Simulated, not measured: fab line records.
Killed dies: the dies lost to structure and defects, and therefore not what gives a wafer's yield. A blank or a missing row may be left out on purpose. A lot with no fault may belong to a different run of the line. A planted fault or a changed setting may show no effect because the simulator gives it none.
Chamber matching | flow gf180mcu | 4 sister chambers for GF_V5_CMP_04 on cmp-01
The step polishes SiO2. 8 wafers are shown with their chamber, then 8 later ones without.

== EACH WAFER AND ITS CHAMBER ==
wafer  | chamber | motorCurrentA (A) | slurryFilterDpKPa (kPa)
L459.4 | 2       | 10.3              | 13.60
L460.1 | 2       | 10.4              | 13.61
L460.2 | 3       | 11.9              | 13.77
L462.6 | 1       | 10.8              | 13.67
L463.2 | 0       | 11.0              | 13.42
L463.3 | 3       | 11.3              | 13.61
L463.6 | 0       | 11.3              | 13.35
L466.1 | 1       | 11.1              | 13.82

== WAFERS WHOSE CHAMBER IS MISSING ==
wafer  | motorCurrentA (A) | slurryFilterDpKPa (kPa)
L466.2 | 10.4              | 13.42
L466.6 | 11.3              | 13.58
L468.1 | 10.2              | 13.64
L468.4 | 11.8              | 13.34
L468.6 | 11.0              | 13.54
L476.1 | 11.9              | 13.60
L476.2 | 11.3              | 13.26
L476.5 | 11.1              | 13.33

== WHICH CHAMBER EACH ONE RAN IN ==
wafer  | from the rows above               | in truth
L466.2 | can't be placed: 2 or 0           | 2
L466.6 | can't be placed: 3 or 1 or 0 or 2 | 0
L468.1 | 2                                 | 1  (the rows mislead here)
L468.4 | can't be placed: 0 or 3           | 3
L468.6 | can't be placed: 0 or 1 or 2 or 3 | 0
L476.1 | 3                                 | 3
L476.2 | 0                                 | 0
L476.5 | 0                                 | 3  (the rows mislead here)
Placed correctly: 2 of 8. Cannot be placed on the basis of these rows: 4; the candidates contain the true chamber in 4. Wrongly placed: 2.
How it was worked out, from the rows above alone: a wafer's distance from a chamber is the root of the sum, over the readings, of the square of ((its reading less the chamber's mean) divided by the reading's scatter). The wafer belongs to the nearest chamber; if the next one is less than 2 further off, it can't be placed. For every chamber, the mean is computed from those of its wafers that are shown. The scatter: the root of (the sum of the squares of (reading less its chamber's mean) over the shown wafers, divided by (wafers less chambers)).
